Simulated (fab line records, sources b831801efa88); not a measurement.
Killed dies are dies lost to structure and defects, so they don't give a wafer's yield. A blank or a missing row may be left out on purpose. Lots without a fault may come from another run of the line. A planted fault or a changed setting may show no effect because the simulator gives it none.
Chamber matching | flow gf180mcu | GF_V2_CMP_26 on cmp-02: 4 sister chambers
The step polishes, stops on SiO2, t overpolish 15 s, target thk 0 nm. 8 wafers are shown with their chamber, then 9 later ones without.

WAFERS WITH THEIR CHAMBER
wafer  | chamber | motor_current_A (A) | time_to_endpoint_s (s)
L083.1 | 3       | 10.2                | 84
L083.5 | 0       | 12.8                | 86
L086.1 | 1       | 10.0                | 92
L086.4 | 2       | 10.9                | 85
L086.5 | 3       | 10.5                | 83
L088.1 | 2       | 11.7                | 85
L088.2 | 0       | 12.5                | 82
L088.5 | 1       | 9.5                 | 95

WAFERS WITHOUT THEIR CHAMBER
wafer  | motor_current_A (A) | time_to_endpoint_s (s)
L091.2 | 10.1                | 84
L091.3 | 13.3                | 85
L091.6 | 9.5                 | 92
L092.1 | 9.7                 | 91
L092.3 | 10.3                | 82
L092.4 | 11.2                | 82
L095.3 | 9.7                 | 87
L095.4 | 11.4                | 82
L095.6 | 9.8                 | 84

WHICH CHAMBER EACH WENT THROUGH
wafer  | from the rows above          | in truth
L091.2 | 3                            | 3
L091.3 | 0                            | 0
L091.6 | 1                            | 1
L092.1 | 1                            | 1
L092.3 | 3                            | 3
L092.4 | can't be placed: 2 or 3      | 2
L095.3 | can't be placed: 3 or 1 or 2 | 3
L095.4 | can't be placed: 2 or 3 or 0 | 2
L095.6 | 3                            | 3
Placed correctly: 6 of 9. Can't be placed from these rows: 3 (the true chamber is among the candidates in 3). Placed wrongly: 0.
How it was worked out, from the rows above alone: a wafer's distance from a chamber is the root of the sum, over the readings, of the square of ((its reading less the chamber's mean) divided by the reading's scatter). The wafer belongs to the nearest chamber; if the next one is less than 2 further off, it can't be placed. A chamber's mean is the mean of its shown wafers. The scatter: the root of (the sum of the squares of (reading less its chamber's mean) over the shown wafers, divided by (wafers less chambers)).
